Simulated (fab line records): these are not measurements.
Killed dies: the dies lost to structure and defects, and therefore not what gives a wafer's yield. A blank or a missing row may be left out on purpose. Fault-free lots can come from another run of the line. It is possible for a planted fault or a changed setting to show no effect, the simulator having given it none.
Which of the tools did it? -- flow sky130 -- 12 lots, 36 wafers sampled, at 5 steps of a route of 708

WHAT THE GAUGES SHOWED, per wafer
SKY_SONOS_TUNNEL_TW_MEAS_12.
lot,measured,on,SONOS_TUNNEL_TW
L402,day 11 10:01,film_metro-03,195.8 195.9 196.2
L403,day 11 15:46,film_metro-04,198.4 198.7 199.1
L405,day 12 02:02,film_metro-04,197.3 197.0 197.6
L410,day 14 02:16,film_metro-04,198.8 197.7 198.3
L411,day 14 07:18,film_metro-02,179.4 178.8 178.2
L412,day 14 10:17,film_metro-04,180.5 181.2 181.3
L420,day 17 07:43,film_metro-04,198.8 198.9 199.7
L421,day 17 20:58,film_metro-02,195.3 196.6 197.4
L422,day 18 00:43,film_metro-03,196.3 194.4 195.0
L423,day 18 10:17,film_metro-02,196.5 196.7 197.4
L424,day 18 16:41,film_metro-02,197.2 196.7 195.6
L425,day 18 19:05,film_metro-03,194.3 195.0 194.9

SKY_SONOS_ONO_THK_MEAS_01.
lot,measured,on,SONOS_ONO_OXIDATION_THK (nm)
L402,day 11 11:40,film_metro-04,2.62 2.55 2.59
L403,day 11 17:11,film_metro-03,2.68 2.65 2.67
L405,day 12 04:39,film_metro-04,2.57 2.63 2.63
L410,day 14 05:25,film_metro-01,2.73 2.69 2.70
L411,day 14 10:56,film_metro-01,2.72 2.70 2.72
L412,day 14 13:47,film_metro-01,2.60 2.59 2.63
L420,day 17 12:17,film_metro-03,2.61 2.60 2.56
L421,day 17 23:23,film_metro-04,2.52 2.55 2.59
L422,day 18 03:30,film_metro-04,2.64 2.66 2.60
L423,day 18 11:43,film_metro-01,2.56 2.66 2.57
L424,day 18 18:07,film_metro-04,2.65 2.61 2.62
L425,day 18 21:58,film_metro-04,2.55 2.54 2.56

SKY_GATE_OXIDE_TW_MEAS_14.
lot,measured,on,GATE_OXIDE_TW
L402,day 13 17:32,film_metro-03,221.7 222.6 220.9
L403,day 14 01:47,film_metro-01,225.0 225.8 224.9
L405,day 14 13:00,film_metro-01,226.0 225.3 225.3
L410,day 16 18:48,film_metro-01,225.0 225.0 224.4
L411,day 16 23:20,film_metro-01,224.0 226.2 224.8
L412,day 17 06:08,film_metro-02,223.5 224.4 223.2
L420,day 20 06:03,film_metro-01,224.0 224.9 224.1
L421,day 20 19:49,film_metro-02,224.4 223.8 223.1
L422,day 21 02:11,film_metro-03,221.0 221.3 221.9
L423,day 21 14:29,film_metro-01,227.2 227.2 226.3
L424,day 21 14:47,film_metro-02,222.6 224.3 224.4
L425,day 21 14:47,film_metro-03,221.0 221.3 221.5

TOOL THAT RAN EACH LOT (tool first, then ch and the chambers of the sampled wafers, then the start)
lot,SKY_NWELL_RTA_28,SKY_SONOS_TUNNEL_IMPLANT_09
L402,"rtp_anneal-01 ch 0, day 5 08:38","implanter-01 ch 0, day 11 09:35"
L403,"rtp_anneal-01 ch 0, day 5 14:08","implanter-02 ch 0, day 11 15:20"
L405,"rtp_anneal-01 ch 0, day 5 20:32","implanter-03 ch 0, day 12 01:39"
L410,"rtp_anneal-01 ch 0, day 7 07:45","implanter-02 ch 0, day 14 01:52"
L411,"rtp_anneal-02 ch 0, day 7 13:57","implanter-03 ch 0, day 14 06:54"
L412,"rtp_anneal-01 ch 0, day 7 16:49","implanter-03 ch 0, day 14 09:41"
L420,"rtp_anneal-02 ch 0, day 9 21:24","implanter-01 ch 0, day 17 07:18"
L421,"rtp_anneal-01 ch 0, day 10 07:13","implanter-02 ch 0, day 17 20:28"
L422,"rtp_anneal-02 ch 0, day 10 12:35","implanter-02 ch 0, day 18 00:17"
L423,"rtp_anneal-02 ch 0, day 10 18:23","implanter-03 ch 0, day 18 09:47"
L424,"rtp_anneal-01 ch 0, day 10 23:40","implanter-03 ch 0, day 18 16:10"
L425,"rtp_anneal-02 ch 0, day 11 02:36","implanter-02 ch 0, day 18 18:38"
- SKY_NWELL_RTA_28: time 30 s.
- SKY_SONOS_TUNNEL_IMPLANT_09

WHAT THE TOOLS THEMSELVES READ (means of the sampled wafers that have a number; where no wafer has one, the mark that the record gives instead)
SKY_NWELL_RTA_28.
lot,tool,lamp_power_pct (%),ramp_up_c_per_s,wafer_temp_C_max
L402,rtp_anneal-01,25.26,150.01,1055.3
L403,rtp_anneal-01,25.27,150.01,1054.2
L405,rtp_anneal-01,25.38,149.98,1054.0
L410,rtp_anneal-01,25.34,150.02,1054.6
L411,rtp_anneal-02,25.27,149.99,1055.6
L412,rtp_anneal-01,25.32,149.99,1054.7
L420,rtp_anneal-02,25.25,150.00,1055.9
L421,rtp_anneal-01,25.30,150.00,1054.8
L422,rtp_anneal-02,25.35,150.02,1053.9
L423,rtp_anneal-02,25.33,150.00,1055.0
L424,rtp_anneal-01,25.31,150.00,1054.7
L425,rtp_anneal-02,25.35,149.98,1054.9

SKY_SONOS_TUNNEL_IMPLANT_09.
lot,tool,dose_ions_cm2
L402,implanter-01,1.0010e+12
L403,implanter-02,9.9997e+11
L405,implanter-03,9.9963e+11
L410,implanter-02,9.9880e+11
L411,implanter-03,9.9897e+11
L412,implanter-03,1.0014e+12
L420,implanter-01,1.0001e+12
L421,implanter-02,1.0000e+12
L422,implanter-02,1.0017e+12
L423,implanter-03,1.0005e+12
L424,implanter-03,9.9990e+11
L425,implanter-02,1.0007e+12

THE ANSWER, worked out from the rows above alone
Rule: the usual values come from the lots themselves. Put in order of their means at a reading, lots are off if they are a third of the lots or fewer, leave a main group of 4 or more, and stand apart from it by a gap of 3 or more times the standard deviation of the main group's means; of several such gaps the widest counts. If all means in a main group match to the digits the tables above print for the reading, that group is not used. A lot without any number at a reading at which 4 lots or more have one is off too. All remaining lots with rows at the step are treated as sound. After the gauges, taken in route order, come the tools' own readings; for these a lot's mean is taken, as printed above. The first step at which some lot is off is used, and at that step the reading that is off furthest; a lot without a number counts as furthest.
Off: at SKY_SONOS_TUNNEL_TW_MEAS_12 (SONOS_TUNNEL_TW), L411, L412. Main group: mean 196.9, sd 1.4.
If a tool, at a process step before that reading, ran all the lots that are off and no sound lot after the first of them, it fits. Those tools and the gauges at SKY_SONOS_TUNNEL_TW_MEAS_12 are tried in the same way. Not one of the candidates tried fits.

WHAT THE SIMULATOR HAD INSERTED
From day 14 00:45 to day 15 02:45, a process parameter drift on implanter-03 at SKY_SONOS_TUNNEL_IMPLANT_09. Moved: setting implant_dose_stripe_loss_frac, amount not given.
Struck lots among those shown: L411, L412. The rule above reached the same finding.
